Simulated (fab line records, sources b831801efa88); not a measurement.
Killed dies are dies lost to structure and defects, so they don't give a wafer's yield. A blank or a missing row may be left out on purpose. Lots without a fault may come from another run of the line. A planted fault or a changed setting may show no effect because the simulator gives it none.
Which tool did it? | flow gf180mcu | 14 lots, 42 wafers sampled, at 4 steps of a route of 602

WHAT THE GAUGES READ, wafer by wafer
GF_V1_BOW_MEAS_05.
lot  | measured     | on            | V1_BOW (um)
L781 | day 17 14:26 | film_metro-01 | 81 78 77
L784 | day 18 23:01 | film_metro-02 | 78 76 71
L787 | day 19 21:58 | film_metro-02 | 85 83 73
L794 | day 22 13:34 | film_metro-02 | 80 79 87
L795 | day 22 22:37 | film_metro-02 | 75 89 74
L796 | day 23 12:49 | film_metro-02 | 78 89 87
L797 | day 23 13:05 | film_metro-01 | 86 82 84
L798 | day 23 17:11 | film_metro-02 | 80 91 82
L799 | day 24 06:55 | film_metro-02 | 83 92 85
L801 | day 24 16:46 | film_metro-02 | 99 83 79
L802 | day 24 22:59 | film_metro-01 | 90 94 87
L803 | day 25 08:38 | film_metro-02 | 93 83 100

WHICH TOOL RAN EACH LOT (tool, then ch and the chambers of the sampled wafers, then the start)
lot  | GF_CONTACT_CVD_02               | GF_CONTACT_SPUTTER_23        | GF_M1_PEB_12
L781 | pecvd-03 ch 0,2, day 15 14:14   | pvd_sputter-01, day 16 13:14 | litho_track-04 ch 0, day 17 12:38
L784 | pecvd-03 ch 1,2, day 16 21:24   | pvd_sputter-01, day 17 20:29 | litho_track-03 ch 0, day 18 21:18
L787 | pecvd-01 ch 1,2, day 17 18:03   | pvd_sputter-02, day 18 19:03 | litho_track-03 ch 0, day 19 19:54
L791 | pecvd-01 ch 0,2, day 19 04:03   | pvd_sputter-04, day 20 05:15 | litho_track-03, day 21 06:05
L792 | pecvd-03 ch 0,1,2, day 19 16:38 | pvd_sputter-02, day 20 17:35 | litho_track-01, day 21 17:55
L794 | pecvd-04 ch 0,1,2, day 20 10:47 | pvd_sputter-02, day 21 11:53 | litho_track-03 ch 0, day 22 11:51
L795 | pecvd-01 ch 0,2, day 20 20:11   | pvd_sputter-01, day 21 20:56 | litho_track-04 ch 0, day 22 20:53
L796 | pecvd-04 ch 0,2, day 21 10:50   | pvd_sputter-01, day 22 11:48 | litho_track-01 ch 0, day 23 11:03
L797 | pecvd-03 ch 0,1, day 21 11:47   | pvd_sputter-02, day 22 12:31 | litho_track-01 ch 0, day 23 11:22
L798 | pecvd-04 ch 0,1, day 21 16:08   | pvd_sputter-02, day 22 16:33 | litho_track-03 ch 0, day 23 15:29
L799 | pecvd-03 ch 1,2, day 22 05:54   | pvd_sputter-01, day 23 05:53 | litho_track-04 ch 0, day 24 04:52
L801 | pecvd-03 ch 0,1, day 22 16:21   | pvd_sputter-02, day 23 16:27 | litho_track-01 ch 0, day 24 15:01
L802 | pecvd-01 ch 0,1, day 22 23:06   | pvd_sputter-01, day 23 23:13 | litho_track-01 ch 0, day 24 21:16
L803 | pecvd-04 ch 0,1, day 23 08:32   | pvd_sputter-04, day 24 08:05 | litho_track-03 ch 0, day 25 06:56
- GF_CONTACT_CVD_02: deposits SiO2 from TEOS, target thk 860 nm, time 95.992 s.
- GF_CONTACT_SPUTTER_23: material TiN, target thk 10 nm, time 40 s.
- GF_M1_PEB_12: peb time 90 s.

WHAT THE TOOLS THEMSELVES READ (means of the sampled wafers that have a number; where no wafer has one, the mark that the record gives instead)
GF_CONTACT_CVD_02.
lot  | tool     | heater_power_outer_w (W) | heater_power_w (W)
L781 | pecvd-03 | 360                      | 632
L784 | pecvd-03 | 407                      | 727
L787 | pecvd-01 | 398                      | 678
L791 | pecvd-01 | 350                      | 605
L792 | pecvd-03 | 427                      | 731
L794 | pecvd-04 | 350                      | 629
L795 | pecvd-01 | 387                      | 657
L796 | pecvd-04 | 404                      | 694
L797 | pecvd-03 | 423                      | 737
L798 | pecvd-04 | 377                      | 660
L799 | pecvd-03 | 384                      | 676
L801 | pecvd-03 | 390                      | 695
L802 | pecvd-01 | 434                      | 734
L803 | pecvd-04 | 354                      | 636

GF_CONTACT_SPUTTER_23.
lot  | tool           | cathode_dc_power_W (W) | throttle_valve_pct (%)
L781 | pvd_sputter-01 | 3999.9                 | 29.4
L784 | pvd_sputter-01 | 3999.4                 | 29.1
L787 | pvd_sputter-02 | 4000.6                 | 30.1
L791 | pvd_sputter-04 | 4000.2                 | 29.4
L792 | pvd_sputter-02 | 4000.7                 | 31.4
L794 | pvd_sputter-02 | 4000.6                 | 31.1
L795 | pvd_sputter-01 | 4000.2                 | 29.8
L796 | pvd_sputter-01 | 3999.6                 | 29.0
L797 | pvd_sputter-02 | 3999.8                 | 30.5
L798 | pvd_sputter-02 | 3999.5                 | 30.8
L799 | pvd_sputter-01 | 4000.4                 | 29.7
L801 | pvd_sputter-02 | 3999.9                 | 31.3
L802 | pvd_sputter-01 | 4000.3                 | 29.4
L803 | pvd_sputter-04 | 4000.0                 | 30.0

GF_M1_PEB_12.
lot  | tool           | chill_plate_temp_C (C) | exhaust_pa (Pa) | plate_temp_C (C)
L781 | litho_track-04 | 23.10                  | 44.9            | 135.19
L784 | litho_track-03 | 22.89                  | 44.8            | 135.19
L787 | litho_track-03 | 22.94                  | 44.7            | 135.15
L791 | litho_track-03 | -                      | -               | -
L792 | litho_track-01 | -                      | -               | -
L794 | litho_track-03 | 22.97                  | 44.6            | 135.02
L795 | litho_track-04 | 22.92                  | 45.3            | 135.07
L796 | litho_track-01 | 22.99                  | 44.2            | 134.84
L797 | litho_track-01 | 23.03                  | 44.8            | 134.96
L798 | litho_track-03 | 22.98                  | 43.7            | 134.87
L799 | litho_track-04 | 23.09                  | 44.0            | 134.87
L801 | litho_track-01 | 22.88                  | 44.8            | 135.09
L802 | litho_track-01 | 23.09                  | 44.2            | 134.94
L803 | litho_track-03 | 23.04                  | 44.0            | 135.14

THE ANSWER, worked out from the rows above alone
Rule: what is usual is taken from the lots themselves. Put in order of their means at a reading, lots are off if they are a third of the lots or fewer, leave a main group of 4 or more, and stand apart from it by a gap of 3 or more times the standard deviation of the main group's means; of several such gaps the widest counts. A main group whose means are all the same, to the digits that the tables above print for the reading, isn't used. A lot without any number at a reading at which 4 lots or more have one is off too. The other lots that the step has rows for count as sound. The gauges are gone through in route order, then the tools' own readings, and for those a lot's mean is taken as printed above. The first step at which some lot is off is used, and at that step the reading that is off furthest; a lot without a number counts as furthest.
Off: L791, L792, at GF_M1_PEB_12 (chill_plate_temp_C). Without a number there: L791, L792. The main group: mean 22.99 C, standard deviation 0.074.
A tool fits if, at that step or a process step before it, it ran every lot that is off, and no sound lot after the first of them. None of those tried fits.

WHAT THE SIMULATOR HAD PUT IN
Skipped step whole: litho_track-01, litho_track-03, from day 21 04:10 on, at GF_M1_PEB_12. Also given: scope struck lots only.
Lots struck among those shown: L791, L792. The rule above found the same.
